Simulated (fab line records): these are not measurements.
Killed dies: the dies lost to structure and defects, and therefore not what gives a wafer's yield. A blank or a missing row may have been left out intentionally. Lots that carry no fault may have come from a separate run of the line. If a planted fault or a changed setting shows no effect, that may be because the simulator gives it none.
The tool behind it: which one? ; flow sky130 ; 72 wafers from 24 lots sampled at 4 of the route's 708 steps

== WHAT THE GAUGES READ, wafer by wafer ==
SKY_METAL3_CD_MEAS_13 targets a cd of 300 nm.
lot;measured;on;cd_nm (nm)
L074;day 40 00:32;cd_sem-02;295.9 297.8 295.6
L075;day 40 04:52;cd_sem-01;301.2 300.7 301.4
L076;day 41 01:48;cd_sem-01;301.0 300.8 300.8
L077;day 41 14:29;cd_sem-02;298.8 301.4 299.0
L078;day 41 21:03;cd_sem-02;298.9 300.9 299.5
L079;day 42 02:33;cd_sem-02;299.7 298.8 299.2
L080;day 42 07:15;cd_sem-01;302.5 302.2 301.9
L081;day 42 15:05;cd_sem-02;299.1 300.2 299.9
L082;day 42 18:03;cd_sem-02;297.3 298.0 297.8
L083;day 43 05:53;cd_sem-02;300.0 298.6 299.7
L084;day 43 08:59;cd_sem-01;297.8 299.6 298.6
L085;day 43 21:17;cd_sem-01;299.6 299.5 300.0
L086;day 43 21:58;cd_sem-02;301.2 300.5 300.4
L087;day 44 08:21;cd_sem-01;298.8 299.9 299.2
L088;day 44 12:15;cd_sem-01;299.6 300.1 300.3
L089;day 44 17:41;cd_sem-01;298.4 298.3 297.7
L090;day 45 03:41;cd_sem-02;300.7 300.2 300.2
L091;day 45 14:42;cd_sem-01;299.7 299.8 298.5
L093;day 45 21:09;cd_sem-01;299.3 299.2 299.3
L092;day 46 00:25;cd_sem-02;300.4 301.0 299.5
L094;day 46 03:57;cd_sem-01;301.8 302.6 302.9
L095;day 46 12:04;cd_sem-01;301.8 300.9 300.5
L096;day 46 15:13;cd_sem-02;301.1 300.0 300.9
L097;day 46 18:59;cd_sem-02;299.4 298.6 298.6

SKY_CAP2M_RS_MEAS_03: uses a four-point probe to measure.
lot;measured;on;CAP2M_TIN_RS (ohm/sq)
L074;day 41 08:01;film_metro-04;6.84 6.93 6.89
L075;day 41 12:13;film_metro-03;6.89 7.00 6.96
L076;day 42 07:43;film_metro-02;7.01 6.95 6.99
L077;day 42 19:03;film_metro-02;6.91 6.95 6.94
L078;day 43 01:04;film_metro-04;6.93 6.87 6.85
L079;day 43 06:33;film_metro-04;6.93 6.97 6.88
L080;day 43 10:34;film_metro-04;7.01 6.98 6.92
L081;day 43 19:10;film_metro-04;6.92 6.98 6.95
L082;day 43 21:34;film_metro-04;7.03 6.99 6.95
L083;day 44 09:04;film_metro-02;6.99 6.98 6.94
L084;day 44 11:52;film_metro-03;7.00 6.95 6.96
L085;day 44 23:37;film_metro-03;6.91 7.00 6.95
L086;day 45 00:44;film_metro-04;6.93 6.91 6.92
L087;day 45 10:47;film_metro-03;7.03 6.92 6.83
L088;day 45 14:55;film_metro-03;6.93 6.87 6.88
L089;day 45 20:23;film_metro-04;6.90 6.95 6.91
L090;day 46 06:13;film_metro-04;6.93 6.94 6.85
L091;day 46 16:04;film_metro-02;6.97 6.92 6.99
L093;day 46 22:21;film_metro-04;6.78 6.82 6.73
L092;day 47 01:26;film_metro-02;6.83 6.86 6.86
L094;day 47 05:41;film_metro-03;6.92 7.02 6.95
L095;day 47 12:49;film_metro-03;7.04 6.94 7.06
L096;day 47 16:02;film_metro-03;6.95 6.96 6.97
L097;day 47 19:53;film_metro-03;6.84 6.86 6.80

== EACH LOT AND THE TOOL THAT RAN IT (in order: tool; ch and the chambers of the sampled wafers; start) ==
lot;SKY_VIA3_ETCH_15;SKY_VIA3_STRIP_16
L074;rie_diel-03 ch 2,3, day 41 06:14;plasma_asher-02 ch 0,1, day 41 06:18
L075;rie_diel-01 ch 0,1,2, day 41 10:29;plasma_asher-03 ch 0,1, day 41 10:33
L076;rie_diel-01 ch 1,2, day 42 05:41;plasma_asher-02 ch 0,1, day 42 05:47
L077;rie_diel-02 ch 0,2,3, day 42 17:20;plasma_asher-02 ch 0,1, day 42 17:26
L078;rie_diel-01 ch 0,2,3, day 42 23:20;plasma_asher-03 ch 0,1, day 42 23:26
L079;rie_diel-03 ch 0,2,3, day 43 04:53;plasma_asher-01 ch 0,1, day 43 04:57
L080;rie_diel-02 ch 0,1,3, day 43 08:50;plasma_asher-03 ch 0,1, day 43 08:54
L081;rie_diel-02 ch 0,1,2, day 43 17:29;plasma_asher-02 ch 0,1, day 43 17:33
L082;rie_diel-01 ch 2,3, day 43 19:53;plasma_asher-01 ch 0,1, day 43 19:57
L083;rie_diel-01 ch 1,2, day 44 07:20;plasma_asher-03 ch 0,1, day 44 07:24
L084;rie_diel-03 ch 1,3, day 44 10:11;plasma_asher-02 ch 0,1, day 44 10:15
L085;rie_diel-02 ch 1,3, day 44 21:56;plasma_asher-01 ch 0,1, day 44 22:00
L086;rie_diel-01 ch 0,1,2, day 44 23:02;plasma_asher-02 ch 0,1, day 44 23:06
L087;rie_diel-01 ch 1,2,3, day 45 09:02;plasma_asher-03 ch 0,1, day 45 09:08
L088;rie_diel-02 ch 0,2,3, day 45 13:14;plasma_asher-03 ch 0,1, day 45 13:18
L089;rie_diel-03 ch 1,2, day 45 18:38;plasma_asher-03 ch 0,1, day 45 18:42
L090;rie_diel-02 ch 0,2,3, day 46 04:32;plasma_asher-02 ch 0,1, day 46 04:36
L091;rie_diel-03 ch 0,2, day 46 14:23;plasma_asher-01 ch 0,1, day 46 14:27
L093;rie_diel-01 ch 0,1, day 46 20:38;plasma_asher-03 ch 0,1, day 46 20:42
L092;rie_diel-01 ch 0,1,3, day 46 23:44;plasma_asher-03 ch 0, day 46 23:48
L094;rie_diel-03 ch 0,1, day 47 03:56;plasma_asher-01 ch 0,1, day 47 04:00
L095;rie_diel-01 ch 1,2, day 47 11:05;plasma_asher-01 ch 1, day 47 11:09
L096;rie_diel-03 ch 1,2,3, day 47 14:20;plasma_asher-03 ch 0,1, day 47 14:24
L097;rie_diel-02 ch 1,3, day 47 18:07;plasma_asher-02 ch 0,1, day 47 18:11
- SKY_VIA3_ETCH_15: etches SiO2 in C4F8/O2/Ar, stops on TiN, target depth 507 nm, time 78 s.
- SKY_VIA3_STRIP_16: strips in O2/N2.

== WHAT THE TOOLS THEMSELVES READ (means of the sampled wafers that have a number; where no wafer has one, the mark that the record gives instead) ==
SKY_VIA3_ETCH_15.
lot;tool;oes_product_au (a.u.)
L074;rie_diel-03;0.951
L075;rie_diel-01;0.950
L076;rie_diel-01;0.951
L077;rie_diel-02;0.947
L078;rie_diel-01;0.952
L079;rie_diel-03;0.947
L080;rie_diel-02;0.945
L081;rie_diel-02;0.946
L082;rie_diel-01;0.944
L083;rie_diel-01;0.947
L084;rie_diel-03;0.947
L085;rie_diel-02;0.944
L086;rie_diel-01;0.949
L087;rie_diel-01;0.950
L088;rie_diel-02;0.947
L089;rie_diel-03;0.946
L090;rie_diel-02;0.952
L091;rie_diel-03;0.946
L093;rie_diel-01;0.944
L092;rie_diel-01;0.946
L094;rie_diel-03;0.948
L095;rie_diel-01;0.946
L096;rie_diel-03;0.942
L097;rie_diel-02;0.947

SKY_VIA3_STRIP_16.
lot;tool;drypump_motor_current_A (A);oes_product_au (a.u.);strip_time_to_endpoint_s (s)
L074;plasma_asher-02;5.8;0.407;4.206
L075;plasma_asher-03;5.6;0.404;4.170
L076;plasma_asher-02;5.7;0.399;4.133
L077;plasma_asher-02;5.9;0.400;4.129
L078;plasma_asher-03;6.1;0.400;4.133
L079;plasma_asher-01;5.9;0.404;4.164
L080;plasma_asher-03;5.5;0.405;4.176
L081;plasma_asher-02;5.7;0.401;4.123
L082;plasma_asher-01;5.9;0.402;4.135
L083;plasma_asher-03;6.1;0.400;4.197
L084;plasma_asher-02;5.9;0.400;4.146
L085;plasma_asher-01;5.9;0.404;4.166
L086;plasma_asher-02;5.7;0.405;4.157
L087;plasma_asher-03;6.1;0.405;4.176
L088;plasma_asher-03;5.6;0.408;4.121
L089;plasma_asher-03;5.6;0.406;4.163
L090;plasma_asher-02;5.9;0.402;4.135
L091;plasma_asher-01;5.9;0.402;4.145
L093;plasma_asher-03;5.5;0.403;4.161
L092;plasma_asher-03;5.0;0.400;4.126
L094;plasma_asher-01;5.9;0.405;4.154
L095;plasma_asher-01;6.1;0.401;4.143
L096;plasma_asher-03;5.6;0.402;4.152
L097;plasma_asher-02;5.8;0.407;4.155

== THE ANSWER, worked out from the rows above alone ==
Rule: what is usual is taken from the lots themselves. Put in order of their means at a reading, lots are off if they are a third of the lots or fewer, leave a main group of 4 or more, and stand apart from it by a gap of 3 or more times the standard deviation of the main group's means; of several such gaps the widest counts. Not used: any main group whose means are identical at the precision the tables above print for the reading. A lot without any number at a reading at which 4 lots or more have one is off too. Any other lot the step has rows for is counted as sound. After the gauges, taken in route order, come the tools' own readings; for these a lot's mean is taken, as printed above. At the first step where some lot is off, the reading lying furthest off is the one used; lots without a number count as furthest.
Nothing can be told from this: no lot is off at any reading shown.

== WHAT THE SIMULATOR PUT IN ==
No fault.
